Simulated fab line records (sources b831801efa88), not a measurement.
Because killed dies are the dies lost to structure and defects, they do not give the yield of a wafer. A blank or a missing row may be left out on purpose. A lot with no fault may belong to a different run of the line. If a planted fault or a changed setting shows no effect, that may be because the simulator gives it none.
Matching of chambers + flow gf180mcu + 3 sister chambers for GF_V4_CVD_02 on pecvd-01
The step deposits SiO2 from TEOS, target thk 850 nm, time 94.851 s. 14 wafers are shown with their chamber, then 7 later ones without.

WAFERS PAIRED WITH THEIR CHAMBERS
| wafer  | chamber | heater power w (W) |
|--------|---------|--------------------|
| L078.1 | 1       | 782                |
| L078.2 | 2       | 738                |
| L078.6 | 2       | 778                |
| L080.2 | 2       | 740                |
| L080.5 | 2       | 753                |
| L080.6 | 0       | 693                |
| L081.1 | 0       | 587                |
| L081.3 | 2       | 729                |
| L081.6 | 2       | 773                |
| L084.1 | 2       | 744                |
| L084.3 | 1       | 673                |
| L084.4 | 2       | 595                |
| L086.4 | 0       | 711                |
| L086.5 | 0       | 545                |

SIGNATURES (means of the wafers above)
| reading        | chamber 0 | chamber 1 | chamber 2 | scatter within a chamber |
|----------------|-----------|-----------|-----------|--------------------------|
| heater power w | 634.00    | 727.50    | 731.25    | 66.6                     |
Rule: a wafer lies at a distance from a chamber equal to the root of the sum of squares, over the readings, of (its reading less the chamber's mean, divided by the reading's scatter). If the next closest chamber is less than 2 further off than the closest, the wafer can't be placed; otherwise it belongs to the closest. The scatter: the root of (the sum of the squares of (reading less its chamber's mean) over the shown wafers, divided by (wafers less chambers)).

WAFERS WITH NO CHAMBER GIVEN
| wafer  | heater power w (W) |
|--------|--------------------|
| L086.6 | 678                |
| L093.3 | 654                |
| L093.5 | 689                |
| L093.6 | 741                |
| L097.1 | 643                |
| L097.2 | 610                |
| L097.3 | 750                |

EACH ONE'S CHAMBER
| wafer  | from the rows above          | in truth |
|--------|------------------------------|----------|
| L086.6 | can't be placed: 0 or 1 or 2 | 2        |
| L093.3 | can't be placed: 0 or 1 or 2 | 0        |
| L093.5 | can't be placed: 1 or 2 or 0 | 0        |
| L093.6 | can't be placed: 2 or 1 or 0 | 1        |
| L097.1 | can't be placed: 0 or 1 or 2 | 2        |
| L097.2 | can't be placed: 0 or 1 or 2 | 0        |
| L097.3 | can't be placed: 2 or 1 or 0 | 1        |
Correctly placed: 0 of 7. These rows do not allow placing 7 (true chamber among the candidates in 7). Number placed wrongly: 0.
